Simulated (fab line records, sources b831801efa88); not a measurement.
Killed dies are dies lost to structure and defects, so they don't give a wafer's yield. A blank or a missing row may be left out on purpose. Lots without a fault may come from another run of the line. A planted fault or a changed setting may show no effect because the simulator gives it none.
fab line records | flow sky130
record lots=12 wafers=36 last_day=50
route steps=708 shown LDD_N@248 LDD_P@266 LDD_HVN@274 LI_CONTACT@375
lots that met no fault: from a run of the same line without faults
start_h: hours from the record's first day to the start of the lot's first wafer shown | wait_h: hours since the lot's step before | " the same as in the row above | L1.1+2: a row that stands for several wafers | - no value, or no start given | * or withheld: withheld | < > ~ a bound
route shown NAME@n: a module of which the file shows steps, and the number in the route of the first | usual: mean/standard deviation of fault-free wafers | same: alike in all rows | chamber/n: place in a boat | sites: the reading at each site | _std_site: their standard deviation | _edge_site: outer sites' mean less inner sites' | radius_mm: how far each site lies from the wafer's centre | mask NAME#n: copy n | behind: the tool/chamber that last shaped the wafer | hold: why the lot was held/for how many hours/how that ended | device: the transistor (n, p or np) that didn't switch | end of line: the same wafers' tests at the end of the route | a step without rows: its recipe alone | killed: dies lost to structure and defects at the first sort, not the wafer's yield | map: a wafer's dies, x killed, . not, _ none there
set.NAME: the setting as run; set.NAME@STEP: as run at that earlier step | model.NAME: the simulator's own value behind a step, which no gauge read
steps of the route over a sample of lots; a table a step, a row a wafer
services: from which hour (start_h, from the record's first day; less than 0 if before it) a tool's chamber was out of use, for how many hours, and why
## steps
# step SKY_LDD_N_IMPLANT_11
# recipe species=As energy_kev=20 dose_cm2=7.5e+13 tilt_deg=withheld rotation_deg=293
# usual beam_on_s=9.98/0.22 dose_ions_cm2=7.501e+13/8.7e+10 faraday_current_uA=423/9.1 rotation_deg=292.99/0.051
# columns lot.wafer tool chamber start_h wait_h beam_on_s dose_ions_cm2 faraday_current_uA rotation_deg
L941.1 implanter-04 0 405.40 0.1 10.03 7.522e+13 419 293.04
L941.3 " 0 " " 9.89 7.507e+13 428 292.99
L941.4 " 0 " " 9.72 7.518e+13 435 293.04
L942.1 implanter-03 0 405.70 0.1 9.99 7.513e+13 426 293.04
L942.2 " 0 " " 10.04 7.497e+13 424 292.87
L942.5 " 0 " " 10.20 7.505e+13 414 292.96
L944.1 implanter-02 0 431.80 0.1 10.01 7.504e+13 424 292.90
L944.4 " 0 " " 10.03 7.517e+13 418 292.97
L944.6 " 0 " " 10.26 7.495e+13 411 292.96
L945.2 implanter-04 0 433.07 0.1 9.74 7.504e+13 433 292.93
L945.4 " 0 " " 10.14 7.493e+13 418 292.99
L945.5 " 0 " " 9.59 7.506e+13 440 293.00
L947.3 implanter-02 0 454.16 0.1 9.73 7.506e+13 434 292.96
L947.4 " 0 " " 10.14 7.495e+13 417 293.00
L947.6 " 0 " " 10.01 7.487e+13 422 293.05
L949.3 implanter-03 0 483.21 0.1 10.12 7.51e+13 416 292.94
L949.4 " 0 " " 9.83 7.497e+13 432 292.93
L949.6 " 0 " " 9.89 7.506e+13 428 293.03
L950.1 implanter-04 0 486.30 0.1 10.12 7.483e+13 417 293.04
L950.4 " 0 " " 9.89 7.49e+13 427 293.00
L950.5 " 0 " " 9.60 7.502e+13 438 293.02
L952.1 implanter-03 0 508.39 0.1 9.92 7.5e+13 426 293.02
L952.2 " 0 " " 10.24 7.499e+13 414 293.09
L952.6 " 0 " " 10.03 7.496e+13 420 292.96
L953.2 implanter-04 0 517.64 0.1 10.22 7.518e+13 414 293.05
L953.4 " 0 " " 10.22 7.503e+13 416 292.97
L953.5 " 0 " " 10.01 7.507e+13 421 292.95
L956.2 implanter-04 0 536.02 0.1 13.32 1.0961e+14 462 293.05
L956.3 " 0 " " 12.62 1.097e+14 490 292.95
L956.4 " 0 " " 13.13 1.0964e+14 471 292.95
L958.1 implanter-04 0 554.56 0.1 12.86 1.0958e+14 480 293.03
L958.2 " 0 " " 12.86 1.0956e+14 480 293.00
L958.5 " 0 " " 13.20 1.0964e+14 471 293.05
L963.3 implanter-03 0 591.60 0.1 10.29 7.498e+13 411 293.06
L963.4 " 0 " " 10.18 7.498e+13 415 293.01
L963.6 " 0 " " 10.18 7.51e+13 416 293.02
# step SKY_LDD_N_STRIP_16
# recipe chemistry=O2/N2 power_w=1400 pressure_mtorr=1500 platen_temp_c=withheld o2_flow_sccm=3000 n2_flow_sccm=300 overash_fraction=0.5
# usual drypump_motor_current_A=5.9/0.65 oes_product_au=0.407/0.0047 strip_time_to_endpoint_s=4.312/0.014
# columns lot.wafer tool chamber start_h wait_h drypump_motor_current_A oes_product_au rf_hours_counter_h strip_time_to_endpoint_s
L941.1 plasma_asher-02 1 406.15 0.1 4.8 0.409 75 4.306
L941.3 " 1 " " 4.8 0.409 - 4.296
L941.4 " 0 " " 6.1 0.402 - 4.292
L942.1 plasma_asher-04 0 406.45 0.1 6.4 0.403 49 4.339
L942.2 " 1 " " 6.2 0.409 49 4.313
L942.5 " 0 " " 6.4 0.399 - 4.318
L944.1 plasma_asher-02 0 432.55 0.1 6.1 0.408 78 4.319
L944.4 " 0 " " 6.1 0.407 - 4.347
L944.6 " 1 " " 4.7 0.402 - 4.320
L945.2 plasma_asher-02 0 433.80 0.1 6.1 0.406 78 4.303
L945.4 " 0 " " 6.1 0.399 - 4.339
L945.5 " 1 " " 4.8 0.404 - 4.315
L947.3 plasma_asher-04 1 454.90 0.1 6.2 0.408 - 4.323
L947.4 " 0 " " 6.3 0.406 - 4.311
L947.6 " 0 " " 6.4 0.406 - 4.318
L949.3 plasma_asher-02 0 483.94 0.1 6.0 0.402 - 4.311
L949.4 " 1 " " 4.8 0.402 - 4.313
L949.6 " 0 " " 6.1 0.403 - 4.315
L950.1 plasma_asher-04 0 487.05 0.1 6.4 0.405 57 4.302
L950.4 " 1 " " 6.2 0.409 - 4.325
L950.5 " 1 " " 6.2 0.406 - 4.313
L952.1 plasma_asher-01 0 509.14 0.1 6.6 0.407 41 4.319
L952.2 " 1 " " 5.1 0.406 41 4.327
L952.6 " 0 " " 6.6 0.402 - 4.314
L953.2 plasma_asher-04 0 518.36 0.1 6.4 0.404 61 4.305
L953.4 " 0 " " 6.4 0.411 - 4.309
L953.5 " 1 " " 6.2 0.402 - 4.310
L956.2 plasma_asher-01 0 536.75 0.1 6.6 0.407 43 4.407
L956.3 " 0 " " 6.5 0.408 - 4.404
L956.4 " 1 " " 5.1 0.402 - 4.413
L958.1 plasma_asher-01 0 555.31 0.1 6.5 0.400 45 4.386
L958.2 " 1 " " 5.0 0.402 45 4.396
L958.5 " 0 " " 6.5 0.415 - 4.418
L963.3 plasma_asher-04 0 592.33 0.1 6.4 0.405 - 4.299
L963.4 " 1 " " 6.2 0.411 - 4.282
L963.6 " 1 " " 6.2 0.414 - 4.309
# step SKY_LDD_P_TW_MEAS_11
# usual LDD_P_TW=632/4.8
# columns lot.wafer tool chamber start_h wait_h LDD_P_TW
L941.1 film_metro-04 - 436.03 0.1 636
L941.3 " - " " 633
L941.4 " - " " 632
L942.1 film_metro-04 - 436.76 0.1 637
L942.2 " - " " 634
L942.5 " - " " 634
L944.1 film_metro-04 - 464.22 0.1 638
L944.4 " - " " 640
L944.6 " - " " 638
L945.2 film_metro-04 - 464.53 0.1 639
L945.4 " - " " 639
L945.5 " - " " 642
L947.3 film_metro-04 - 485.80 0.1 636
L947.4 " - " " 636
L947.6 " - " " 636
L949.3 film_metro-03 - 515.39 0.1 629
L949.4 " - " " 631
L949.6 " - " " 627
L950.1 film_metro-01 - 517.83 0.1 633
L950.4 " - " " 637
L950.5 " - " " 632
L952.1 film_metro-03 - 540.27 0.1 630
L952.2 " - " " 629
L952.6 " - " " 633
L953.2 film_metro-03 - 549.44 0.1 632
L953.4 " - " " 628
L953.5 " - " " 630
L956.2 film_metro-04 - 567.63 0.1 639
L956.3 " - " " 636
L956.4 " - " " 636
L958.1 film_metro-04 - 585.21 0.1 634
L958.2 " - " " 637
L958.5 " - " " 636
L963.3 film_metro-03 - 620.55 0.1 629
L963.4 " - " " 628
L963.6 " - " " 628
# step SKY_LDD_HVN_OVL_MEAS_07
# usual LDD_HVN_OVL=-1.4/1.3
# columns lot.wafer tool chamber start_h wait_h LDD_HVN_OVL[nm]
L941.1 overlay-01 - 466.44 0.1 -3.4
L941.3 " - " " -1.7
L941.4 " - " " -1.8
L942.1 overlay-02 - 467.50 0.1 -1.3
L942.2 " - " " -0.9
L942.5 " - " " -0.7
L944.1 overlay-02 - 494.19 0.1 -0.1
L944.4 " - " " -0.1
L944.6 " - " " 0.0
L945.2 overlay-01 - 494.26 0.1 -0.9
L945.4 " - " " -1.9
L945.5 " - " " -2.3
L947.3 overlay-01 - 516.31 0.1 -1.8
L947.4 " - " " -1.2
L947.6 " - " " -2.9
L949.3 overlay-01 - 545.25 0.1 -0.4
L949.4 " - " " -1.5
L949.6 " - " " 2.1
L950.1 overlay-01 - 548.41 0.1 -0.4
L950.4 " - " " -1.1
L950.5 " - " " -1.1
L952.1 overlay-01 - 569.79 0.1 -0.2
L952.2 " - " " 0.6
L952.6 " - " " -1.9
L953.2 overlay-02 - 580.11 0.1 -1.0
L953.4 " - " " -2.1
L953.5 " - " " -1.5
L956.2 overlay-02 - 596.56 0.1 -2.8
L956.3 " - " " -0.9
L956.4 " - " " -1.5
L958.1 overlay-02 - 614.14 0.1 -2.0
L958.2 " - " " -2.2
L958.5 " - " " -2.8
L963.3 overlay-02 - 649.12 0.1 0.1
L963.4 " - " " 0.0
L963.6 " - " " 1.3
# step SKY_LI_CONTACT_OVL_MEAS_13
# usual LI_CONTACT_OVL=-2/5.5
# columns lot.wafer tool chamber start_h wait_h LI_CONTACT_OVL[nm]
L941.1 overlay-01 - 678.13 0.1 0
L941.3 " - " " -7
L941.4 " - " " 1
L942.1 overlay-02 - 678.79 0.1 -6
L942.2 " - " " -1
L942.5 " - " " -6
L944.1 overlay-02 - 702.88 0.1 0
L944.4 " - " " 2
L944.6 " - " " 1
L945.2 overlay-01 - 705.44 0.1 -7
L945.4 " - " " -1
L945.5 " - " " -1
L947.3 overlay-01 - 722.94 0.1 0
L947.4 " - " " -2
L947.6 " - " " -2
L949.3 overlay-02 - 751.55 0.1 -2
L949.4 " - " " 0
L949.6 " - " " 4
L950.1 overlay-01 - 754.24 0.1 -4
L950.4 " - " " 4
L950.5 " - " " -5
L952.1 overlay-01 - 773.34 0.1 -2
L952.2 " - " " -4
L952.6 " - " " -1
L953.2 overlay-01 - 781.30 0.1 -15
L953.4 " - " " -11
L953.5 " - " " -14
L956.2 overlay-02 - 796.23 0.1 -3
L956.3 " - " " -3
L956.4 " - " " -3
L958.1 overlay-02 - 811.48 0.1 -4
L958.2 " - " " -5
L958.5 " - " " -5
L963.3 overlay-01 - 841.29 0.1 -2
L963.4 " - " " -1
L963.6 " - " " -5
## services
# columns tool chamber start_h hours kind
plasma_asher-02 - 431.49 0.4 repair
implanter-03 - 431.51 2.5 pm
plasma_asher-02 - 449.20 8.6 repair
implanter-03 - 458.07 4.7 repair
plasma_asher-04 - 468.96 1.8 repair
plasma_asher-04 - 472.27 0.7 repair
implanter-02 - 472.30 3.2 repair
implanter-04 - 487.80 1.6 repair
implanter-02 - 501.35 107.6 pm
implanter-04 - 504.35 3.4 repair
plasma_asher-01 - 510.23 1.9 repair
implanter-03 - 513.83 5.8 repair
implanter-04 - 525.32 3.5 pm
plasma_asher-04 - 538.56 1.7 repair
implanter-04 - 548.24 2.2 repair
plasma_asher-02 - 571.81 1.7 repair
## key
first_sign step=SKY_LDD_N_IMPLANT_11 reading=dose_ions_cm2 direction=up sigmas=99+ usual=* struck=*
effect step=SKY_LDD_N_IMPLANT_11 reading=beam_on_s direction=up sigmas=14 usual=9.98 struck=13.00
effect step=SKY_LDD_N_STRIP_16 reading=strip_time_to_endpoint_s direction=up sigmas=6.5 usual=* struck=*
met_at SKY_LDD_N_IMPLANT_11
struck_lots L956,L958
tester_left_out L956,L958
not_acting_at SKY_LDD_P_TW_MEAS_11,SKY_LDD_HVN_OVL_MEAS_07,SKY_LI_CONTACT_OVL_MEAS_13
onset_between 517.64 536.02
fault kind=process_parameter_drift tool=implanter-04 chamber=- onset_h=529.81 steps=SKY_LDD_N_IMPLANT_11 channel=dose_cm2 offset=* shape=step end_h=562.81 acts_in=* stated=*
# tester_left_out: of these lots the tester's yield and bins aren't shown, on N5 and GAA mostly nor the transistor test; their killed dies are dies lost to structure and defects alone, not to doping, threshold or leakage, so they don't give the yield
